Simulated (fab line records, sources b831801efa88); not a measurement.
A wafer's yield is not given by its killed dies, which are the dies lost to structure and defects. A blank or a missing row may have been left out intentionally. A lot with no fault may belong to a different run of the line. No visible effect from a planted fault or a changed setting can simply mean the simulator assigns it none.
Which tool was responsible? :: flow sky130 :: 15 lots, 42 wafers sampled, at 4 steps of a route of 708

## WHAT THE GAUGES SHOWED, per wafer
SKY_VT_ADJUST_LVTN_OVL_MEAS_07.
lot: L288
measured: day 6 21:22
on: overlay-01
VT_ADJUST_LVTN_OVL (nm): 3.2 1.7 3.0

lot: L289
measured: day 7 04:15
on: overlay-02
VT_ADJUST_LVTN_OVL (nm): 1.7 -0.8 0.7

lot: L290
measured: day 7 08:52
on: overlay-01
VT_ADJUST_LVTN_OVL (nm): -1.7 0.6 0.1

lot: L291
measured: day 7 13:07
on: overlay-01
VT_ADJUST_LVTN_OVL (nm): 0.1 0.9 -0.3

lot: L292
measured: day 8 00:56
on: overlay-01
VT_ADJUST_LVTN_OVL (nm): 3.0 0.1 -0.8

lot: L298
measured: day 9 18:03
on: overlay-02
VT_ADJUST_LVTN_OVL (nm): -0.1 -1.6

lot: L300
measured: day 10 09:06
on: overlay-02
VT_ADJUST_LVTN_OVL (nm): -1.3 -2.1

lot: L301
measured: day 10 19:10
on: overlay-01
VT_ADJUST_LVTN_OVL (nm): -0.8 -1.5

lot: L302
measured: day 10 20:12
on: overlay-02
VT_ADJUST_LVTN_OVL (nm): 1.9 2.9 2.2

lot: L303
measured: day 11 01:52
on: overlay-01
VT_ADJUST_LVTN_OVL (nm): 0.9 1.5 0.6

lot: L304
measured: day 11 09:43
on: overlay-02
VT_ADJUST_LVTN_OVL (nm): 0.5 0.5 1.3

lot: L306
measured: day 11 18:42
on: overlay-01
VT_ADJUST_LVTN_OVL (nm): -0.9 -0.6 -0.3

lot: L309
measured: day 12 12:01
on: overlay-01
VT_ADJUST_LVTN_OVL (nm): -0.6 -1.0 -0.5

lot: L310
measured: day 12 20:01
on: overlay-02
VT_ADJUST_LVTN_OVL (nm): -2.1 -3.0 -1.7

lot: L311
measured: day 13 04:24
on: overlay-02
VT_ADJUST_LVTN_OVL (nm): 0.3 -0.7 0.8

SKY_VT_ADJUST_HVTR_OVL_MEAS_08.
lot: L288
measured: day 9 11:38
on: overlay-02
VT_ADJUST_HVTR_OVL (nm): -0.2 -2.8 -2.1

lot: L289
measured: day 9 18:44
on: overlay-01
VT_ADJUST_HVTR_OVL (nm): -0.2 -1.1 0.5

lot: L290
measured: day 10 00:02
on: overlay-02
VT_ADJUST_HVTR_OVL (nm): -1.1 -0.2 1.5

lot: L291
measured: day 10 04:57
on: overlay-02
VT_ADJUST_HVTR_OVL (nm): 0.4 -0.3 -1.6

lot: L292
measured: day 10 16:58
on: overlay-02
VT_ADJUST_HVTR_OVL (nm): 1.1 0.6 0.0

lot: L298
measured: day 12 16:26
on: overlay-02
VT_ADJUST_HVTR_OVL (nm): -1.1 -1.7

lot: L300
measured: day 13 10:11
on: overlay-02
VT_ADJUST_HVTR_OVL (nm): 0.0 -1.1

lot: L301
measured: day 13 19:45
on: overlay-02
VT_ADJUST_HVTR_OVL (nm): -0.1 0.2

lot: L302
measured: day 13 22:20
on: overlay-02
VT_ADJUST_HVTR_OVL (nm): 1.5 1.2 0.1

lot: L303
measured: day 14 04:47
on: overlay-01
VT_ADJUST_HVTR_OVL (nm): 3.4 2.9 2.3

lot: L304
measured: day 14 14:44
on: overlay-01
VT_ADJUST_HVTR_OVL (nm): -1.1 -1.2 0.5

lot: L306
measured: day 14 23:02
on: overlay-01
VT_ADJUST_HVTR_OVL (nm): 1.1 1.2 2.2

lot: L309
measured: day 15 19:44
on: overlay-02
VT_ADJUST_HVTR_OVL (nm): 1.5 -0.3 0.0

lot: L310
measured: day 16 03:44
on: overlay-02
VT_ADJUST_HVTR_OVL (nm): -0.7 -2.0 -1.7

lot: L311
measured: day 16 14:11
on: overlay-02
VT_ADJUST_HVTR_OVL (nm): -0.8 -0.3 0.0

SKY_LDD_P_OVL_MEAS_08.
lot: L288
measured: day 18 21:20
on: overlay-02
LDD_P_OVL (nm): -3.5 -3.2 -3.7

lot: L289
measured: day 19 10:59
on: overlay-01
LDD_P_OVL (nm): 0.0 0.2 1.9

lot: L290
measured: day 19 19:15
on: overlay-02
LDD_P_OVL (nm): -3.2 -3.3 -3.0

lot: L291
measured: day 20 00:01
on: overlay-01
LDD_P_OVL (nm): -1.1 -3.0 -0.6

lot: L292
measured: day 21 04:18
on: overlay-02
LDD_P_OVL (nm): -1.4 -1.8 -1.0

lot: L298
measured: day 22 23:34
on: overlay-02
LDD_P_OVL (nm): 0.4 0.5

lot: L300
measured: day 23 18:38
on: overlay-02
LDD_P_OVL (nm): 0.3 2.1

lot: L301
measured: day 24 04:47
on: overlay-02
LDD_P_OVL (nm): -1.0 -1.1

lot: L302
measured: day 24 11:08
on: overlay-02
LDD_P_OVL (nm): -1.4 -2.2 -1.2

lot: L303
measured: day 25 10:35
on: overlay-01
LDD_P_OVL (nm): 1.0 0.6 0.1

lot: L304
measured: day 25 06:56
on: overlay-02
LDD_P_OVL (nm): -0.5 -0.7 -0.5

lot: L306
measured: day 25 14:14
on: overlay-01
LDD_P_OVL (nm): 0.3 1.7 1.6

lot: L309
measured: day 26 09:32
on: overlay-01
LDD_P_OVL (nm): -0.6 -1.6 0.1

lot: L310
measured: day 27 05:17
on: overlay-01
LDD_P_OVL (nm): -0.5 -1.3 0.0

lot: L311
measured: day 27 08:19
on: overlay-02
LDD_P_OVL (nm): -1.9 -1.4 -0.7

## WHICH TOOL RAN EACH LOT (tool, then ch and the chambers of the sampled wafers, then the start)
lot: L288
SKY_RES_PROTECT_SOFTBAKE_03: litho-track-02 ch 0, day 14 11:56

lot: L289
SKY_RES_PROTECT_SOFTBAKE_03: litho-track-02 ch 0, day 14 22:33

lot: L290
SKY_RES_PROTECT_SOFTBAKE_03: litho-track-03 ch 0, day 15 05:01

lot: L291
SKY_RES_PROTECT_SOFTBAKE_03: litho-track-02 ch 0, day 15 09:20

lot: L292
SKY_RES_PROTECT_SOFTBAKE_03: litho-track-02 ch 0, day 15 22:47

lot: L298
SKY_RES_PROTECT_SOFTBAKE_03: litho-track-02 ch 0, day 18 07:45

lot: L300
SKY_RES_PROTECT_SOFTBAKE_03: litho-track-02 ch 0, day 19 02:36

lot: L301
SKY_RES_PROTECT_SOFTBAKE_03: litho-track-02 ch 0, day 19 12:20

lot: L302
SKY_RES_PROTECT_SOFTBAKE_03: litho-track-03 ch 0, day 19 19:55

lot: L303
SKY_RES_PROTECT_SOFTBAKE_03: litho-track-04 ch 0, day 20 19:51

lot: L304
SKY_RES_PROTECT_SOFTBAKE_03: litho-track-03 ch 0, day 20 18:01

lot: L306
SKY_RES_PROTECT_SOFTBAKE_03: litho-track-04 ch 0, day 21 00:12

lot: L309
SKY_RES_PROTECT_SOFTBAKE_03: litho-track-04 ch 0, day 21 21:02

lot: L310
SKY_RES_PROTECT_SOFTBAKE_03: litho-track-04 ch 0, day 22 15:36

lot: L311
SKY_RES_PROTECT_SOFTBAKE_03: litho-track-04 ch 0, day 22 17:24
- SKY_RES_PROTECT_SOFTBAKE_03: time 60 s.

## WHAT THE TOOLS THEMSELVES READ (means of the sampled wafers that have a number; where no wafer has one, the mark that the record gives instead)
SKY_RES_PROTECT_SOFTBAKE_03.
lot: L288
tool: litho-track-02
heater-power-total-W (W): 56.62
run-length-s (s): 88.93

lot: L289
tool: litho-track-02
heater-power-total-W (W): 56.63
run-length-s (s): 88.99

lot: L290
tool: litho-track-03
heater-power-total-W (W): 56.60
run-length-s (s): 88.96

lot: L291
tool: litho-track-02
heater-power-total-W (W): 56.55
run-length-s (s): 89.15

lot: L292
tool: litho-track-02
heater-power-total-W (W): 56.61
run-length-s (s): 89.04

lot: L298
tool: litho-track-02
heater-power-total-W (W): 57.74
run-length-s (s): 85.90

lot: L300
tool: litho-track-02
heater-power-total-W (W): 57.77
run-length-s (s): 85.78

lot: L301
tool: litho-track-02
heater-power-total-W (W): 57.72
run-length-s (s): 85.77

lot: L302
tool: litho-track-03
heater-power-total-W (W): 56.60
run-length-s (s): 88.99

lot: L303
tool: litho-track-04
heater-power-total-W (W): 56.58
run-length-s (s): 88.95

lot: L304
tool: litho-track-03
heater-power-total-W (W): 56.62
run-length-s (s): 88.97

lot: L306
tool: litho-track-04
heater-power-total-W (W): 56.61
run-length-s (s): 88.94

lot: L309
tool: litho-track-04
heater-power-total-W (W): 56.58
run-length-s (s): 89.02

lot: L310
tool: litho-track-04
heater-power-total-W (W): 56.56
run-length-s (s): 88.86

lot: L311
tool: litho-track-04
heater-power-total-W (W): 56.58
run-length-s (s): 88.95

## THE ANSWER, worked out from the rows above alone
Rule: what is usual is taken from the lots themselves. Put in order of their means at a reading, lots are off if they are a third of the lots or fewer, leave a main group of 4 or more, and stand apart from it by a gap of 3 or more times the standard deviation of the main group's means; of several such gaps the widest counts. The tables above print the reading to a certain number of digits; a main group whose means all agree to those digits is not used. A lot without any number at a reading at which 4 lots or more have one is off too. All remaining lots with rows at the step are treated as sound. First the gauges in route order, then the tools' own readings, where a lot's mean is used as printed above. At the first step where some lot is off, the reading lying furthest off is the one used; lots without a number count as furthest.
Off, at SKY_RES_PROTECT_SOFTBAKE_03 on heater-power-total-W: L298, L300, L301. Main group: mean 56.59 W, sd 0.024.
A tool fits if, at that step or a process step before it, it ran every lot that is off, and no sound lot after the first of them. One candidate fits, namely litho-track-02 at SKY_RES_PROTECT_SOFTBAKE_03. A fault onset in the window from L292 (day 15 22:47, its last sound lot) to L298 (day 18 07:45, its first lot off) fits.
The tool's own readings at SKY_RES_PROTECT_SOFTBAKE_03 bear it out: on the lots that are off they differ by more than 5 times the standard deviation of the sound lots' means. heater-power-total-W reads 57.74 W there against 56.59 W on the sound lots; run-length-s reads 85.82 s there against 88.98 s on the sound lots.

## WHAT THE SIMULATOR HAD INSERTED
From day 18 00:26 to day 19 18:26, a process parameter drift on litho-track-02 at SKY_RES_PROTECT_SOFTBAKE_03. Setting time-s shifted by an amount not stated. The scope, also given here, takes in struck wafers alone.
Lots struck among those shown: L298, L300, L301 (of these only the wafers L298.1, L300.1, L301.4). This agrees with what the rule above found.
